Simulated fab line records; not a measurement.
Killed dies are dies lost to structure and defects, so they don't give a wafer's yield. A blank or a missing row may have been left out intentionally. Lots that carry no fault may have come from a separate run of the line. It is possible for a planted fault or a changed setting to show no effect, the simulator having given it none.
fab line records    flow sky130    part 2 of 2: steps 27 to 37 of 37
[record] lots = 5  wafers = 15  last_day = 50
route steps=708 shown VIA2@520 METAL3@532 CAPM@537
lots that met no fault: taken from a fault-free run of the same line
start_h: hours from the record's opening day to when the first of the lot's shown wafers began    wait_h: how many hours have passed since the lot's step before this one    " as in the row above    L1.1+2: a row that stands for several wafers    - either no value or no given start    * or withheld: withheld    < > ~ a bound
route shown NAME@n: NAME is a module with steps in the file, n the number in the route of the first one    usual: mean/standard deviation of fault-free wafers    same: alike in all rows    chamber/n: place in a boat    sites: the reading at each site    _std_site: the standard deviation of these    _edge_site: inner sites' mean taken away from outer sites' mean    radius_mm: how far each site lies from the wafer's centre    mask NAME#n: copy n    behind: the most recent tool/chamber to have shaped the wafer    hold: reason for holding the lot/hours on hold/outcome of the hold    device: whichever transistor did not switch (one of n, p or np)    end of line: the tests these same wafers got at the end of their route    where a step has no rows: the recipe by itself    killed: not the wafer's yield, but the dies lost to structure and defects at the first sort    map: shows each die of a wafer: x if killed, . if not, _ if none is there
set.NAME: the setting as run; set.NAME@STEP: as run at that earlier step    model.NAME: the simulator's own value behind a step, which no gauge read
lots seen at some steps along the route; tables by step, rows by wafer
services: when a tool's chamber went out of use (start_h, in hours from the record's first day, below 0 if earlier), for how many hours, and the reason
[[steps]]
[step SKY_CAPM_EXPOSE_09]
[recipe] mask_id = CAPM  na = 0.6  source_shape = conventional  sigma_outer = 0.6  polarization = unpolarized  target_cd_nm = 1000  dose_mj = 159
[usual] exposure_dose_mJ_cm2 = 159.02/0.17  reticle_temp_C = 23.00/0.11
lot.wafer  tool              chamber  start_h  wait_h  mask    exposure_dose_mJ_cm2  reticle_temp_C
L080.3     iline_stepper-02  0        -        -       CAPM#0  158.76                22.95
L080.4     "                 0        "        "       CAPM#0  158.90                22.78
L080.6     "                 0        "        "       CAPM#0  158.98                22.91
L081.1     iline_stepper-01  0        -        -       CAPM#0  159.21                23.08
L081.4     "                 0        "        "       CAPM#0  159.00                23.11
L081.6     "                 0        "        "       CAPM#0  159.13                23.05
L090.1     iline_stepper-01  0        -        -       CAPM#0  159.02                23.02
L090.2     "                 0        "        "       CAPM#0  159.11                23.06
L090.4     "                 0        "        "       CAPM#0  158.86                23.00
L094.2     iline_stepper-01  0        -        -       CAPM#0  158.71                22.85
L094.4     "                 0        "        "       CAPM#0  158.79                23.04
L094.5     "                 0        "        "       CAPM#0  158.95                22.98
L095.2     iline_stepper-01  0        -        -       CAPM#0  159.05                23.13
L095.3     "                 0        "        "       CAPM#0  159.01                23.23
L095.6     "                 0        "        "       CAPM#0  159.40                23.04
[step SKY_CAPM_PEB_10]
[recipe] temp_c = withheld  time_s = *  resist = NOVOLAK
lot.wafer   tool            chamber  start_h  wait_h
L080.3+4+6  litho_track-01  0        -        -
L081.1+4+6  litho_track-03  0        -        -
L090.1+2+4  litho_track-02  0        -        -
L094.2+4+5  litho_track-03  0        -        -
L095.2+3+6  litho_track-03  0        -        -
[step SKY_CAPM_DEVELOP_11]
[recipe] resist = NOVOLAK  developer = TMAH  develop_time_s = 60  dev_temp_c = 23
lot.wafer   tool            chamber  start_h  wait_h
L080.3+4+6  litho_track-01  0        920.78   0.1
L081.1+4+6  litho_track-03  0        930.35   0.1
L090.1+2+4  litho_track-02  0        995.26   0.1
L094.2+4+5  litho_track-03  0        1018.77  0.1
L095.2+3+6  litho_track-03  0        1020.37  0.1
[step SKY_CAPM_OVL_MEAS_12]
[usual] CAPM_OVL = -1.7/1.6
lot.wafer  tool        chamber  start_h  wait_h  CAPM_OVL[nm]
L080.3     overlay-02  -        920.89   0.1     -0.6
L080.4     "           -        "        "       -0.1
L080.6     "           -        "        "       -0.8
L081.1     overlay-02  -        930.50   0.1     -2.5
L081.4     "           -        "        "       -1.0
L081.6     "           -        "        "       -1.0
L090.1     overlay-02  -        995.41   0.1     -3.2
L090.2     "           -        "        "       -3.8
L090.4     "           -        "        "       -3.2
L094.2     overlay-01  -        1018.90  0.1     -1.2
L094.4     "           -        "        "       -1.1
L094.5     "           -        "        "       0.6
L095.2     overlay-01  -        1020.50  0.1     -0.7
L095.3     "           -        "        "       -0.3
L095.6     "           -        "        "       1.3
[step SKY_CAPM_METAL_ETCH_13]
[recipe] target_depth_nm = 220  stop_on = SiO2  chemistry = Cl2/BCl3  target = TiN  pressure_mtorr = 10  icp_w = 900  bias_w = 48.5  Cl2_flow_sccm = 60  bcl3_flow_sccm = 30  time_s = 62.9
[usual] drypump_motor_current_A = 5.7/0.57  mfc_cl2_sccm = 60.05/0.16  oes_product_au = 0.942/0.008  rf_fwd_power_W = 892/3.2  throttle_valve_pct = 21.901/0.01
lot.wafer  tool          chamber  start_h  wait_h  drypump_motor_current_A  mfc_cl2_sccm  oes_product_au  rf_fwd_power_W  rf_hours_counter_h  throttle_valve_pct
L080.3     rie_metal-02  1        920.94   0.0     5.3                      60.00         0.938           895             -                   21.909
L080.4     "             0        "        "       6.7                      60.26         0.945           887             -                   21.912
L080.6     "             1        "        "       5.3                      59.96         0.938           897             -                   21.909
L081.1     rie_metal-02  1        930.53   0.0     5.3                      60.21         0.941           893             3                   21.883
L081.4     "             0        "        "       6.7                      60.36         0.945           896             -                   21.903
L081.6     "             1        "        "       5.3                      60.20         0.943           889             -                   21.887
L090.1     rie_metal-02  1        995.45   0.0     5.3                      60.18         0.945           891             7                   21.887
L090.2     "             0        "        "       6.7                      60.14         0.955           889             2                   21.879
L090.4     "             0        "        "       6.7                      60.12         0.957           889             -                   21.906
L094.2     rie_metal-04  0        1018.93  0.0     5.4                      60.03         0.943           890             5                   21.890
L094.4     "             1        "        "       5.1                      60.06         0.952           892             -                   21.883
L094.5     "             0        "        "       5.4                      59.97         0.940           893             -                   21.893
L095.2     rie_metal-04  1        1020.53  0.0     5.1                      60.01         0.938           895             15                  21.912
L095.3     "             0        "        "       5.4                      60.05         0.927           888             -                   21.912
L095.6     "             0        "        "       5.4                      60.16         0.930           893             -                   21.907
[step SKY_CAPM_STRIP_14]
[recipe] chemistry = O2/N2  power_w = 1400  pressure_mtorr = 1500  platen_temp_c = withheld  o2_flow_sccm = 3000  n2_flow_sccm = 300  overash_fraction = 0.5
[usual] drypump_motor_current_A = 6.1/0.4  oes_product_au = 0.710/0.0047  strip_time_to_endpoint_s = 12.72/0.041
lot.wafer  tool             chamber  start_h  wait_h  drypump_motor_current_A  oes_product_au  rf_hours_counter_h  strip_time_to_endpoint_s
L080.3     plasma_asher-02  1        921.03   0.1     6.2                      0.712           -                   12.70
L080.4     "                0        "        "       6.3                      0.714           -                   12.72
L080.6     "                1        "        "       6.2                      0.710           -                   12.71
L081.1     plasma_asher-02  0        930.61   0.1     6.2                      0.707           111                 12.68
L081.4     "                1        "        "       6.1                      0.711           -                   12.70
L081.6     "                1        "        "       6.2                      0.708           -                   12.69
L090.1     plasma_asher-01  0        995.53   0.1     5.5                      0.714           25                  12.67
L090.2     "                1        "        "       6.3                      0.708           25                  12.73
L090.4     "                0        "        "       5.5                      0.712           -                   12.66
L094.2     plasma_asher-03  0        1019.01  0.1     5.7                      0.716           61                  12.73
L094.4     "                1        "        "       6.8                      0.714           -                   12.71
L094.5     "                1        "        "       6.8                      0.719           -                   12.73
L095.2     plasma_asher-01  0        1020.61  0.1     5.4                      0.704           28                  12.71
L095.3     "                0        "        "       5.4                      0.705           -                   12.76
L095.6     "                0        "        "       5.4                      0.715           -                   12.74
[step SKY_CAPM_STRIP_15]
[recipe] chemistry = post_etch_residue_remover  time_s = 1200  temp_c = 72.5
lot.wafer   tool          chamber  start_h  wait_h
L080.3+4+6  wet_bench-04  1        921.09   0.0
L081.1+4+6  wet_bench-04  2        930.71   0.1
L090.1+2+4  wet_bench-02  2        995.63   0.1
L094.2+4+5  wet_bench-04  3        1019.11  0.1
L095.2+3+6  wet_bench-04  1        1020.71  0.1
[step SKY_CAPM_CLEAN_16]
[recipe] chemistry = IPA  time_s = 180  temp_c = 25
lot.wafer   tool          chamber  start_h  wait_h
L080.3+4+6  wet_bench-02  2        921.44   0.0
L081.1+4+6  wet_bench-03  0        931.05   0.0
L090.1+2+4  wet_bench-02  2        996.00   0.0
L094.2+4+5  wet_bench-03  0        1019.45  0.0
L095.2+3+6  wet_bench-02  2        1021.05  0.0
[step SKY_CAPM_CLEAN_17]
[recipe] chemistry = O3/DIW  dry = n2_spin
lot.wafer   tool          chamber  start_h  wait_h
L080.3+4+6  wet_bench-04  0        921.49   0.0
L081.1+4+6  wet_bench-04  0        931.11   0.0
L090.1+2+4  wet_bench-02  3        996.06   0.0
L094.2+4+5  wet_bench-04  3        1019.57  0.0
L095.2+3+6  wet_bench-04  3        1021.12  0.0
[step SKY_METAL3_DEHYDRATE_05]
[recipe] temp_c = 200  time_s = 60
lot.wafer   tool            chamber  start_h  wait_h
L080.3+4+6  litho_track-01  0        933.53   11.9
L081.1+4+6  litho_track-03  0        942.25   11.0
L090.1+2+4  litho_track-01  0        1006.98  10.8
L094.2+4+5  litho_track-04  0        1030.38  10.7
L095.2+3+6  litho_track-03  0        1031.67  10.5
[step SKY_METAL3_HMDS_06]
[recipe] prime_time_s = 60  prime_temp_c = 120
lot.wafer   tool            chamber  start_h  wait_h
L080.3+4+6  litho_track-01  0        933.68   0.1
L081.1+4+6  litho_track-03  0        942.40   0.1
L090.1+2+4  litho_track-01  0        1007.13  0.1
L094.2+4+5  litho_track-04  0        1030.53  0.1
L095.2+3+6  litho_track-03  0        1031.82  0.1
[[services]]
tool              chamber  start_h  hours  kind
plasma_asher-04   -        876.46   0.5    repair
pvd_sputter-03    -        879.64   4.4    repair
pvd_sputter-03    -        883.67   0.6    repair
wet_bench-04      -        886.68   1.6    repair
plasma_asher-04   -        887.07   1.9    repair
pecvd-04          2        887.92   22.9   repair
wet_bench-03      -        888.08   2.9    repair
iline_stepper-01  -        922.29   1.7    pm
rie_diel-03       3        934.45   3.5    repair
rie_diel-01       3        940.18   12.8   repair
rie_diel-01       0        940.48   4.9    repair
iline_stepper-01  -        945.16   1.4    repair
wet_bench-01      -        960.08   1.9    pm
rie_diel-03       -        978.99   2.0    repair
pvd_sputter-04    -        983.36   7.5    repair
rie_diel-03       -        984.03   2.1    repair
iline_stepper-01  -        988.00   4.4    pm
rie_diel-01       3        991.90   7.3    repair
pvd_sputter-03    -        993.22   1.9    repair
rie_diel-03       3        1002.94  18.6   repair
iline_stepper-01  -        1003.50  0.7    repair
rie_diel-03       2        1013.79  1.8    repair
pvd_sputter-04    -        1020.97  0.5    repair
rie_diel-03       2        1025.93  4.0    repair
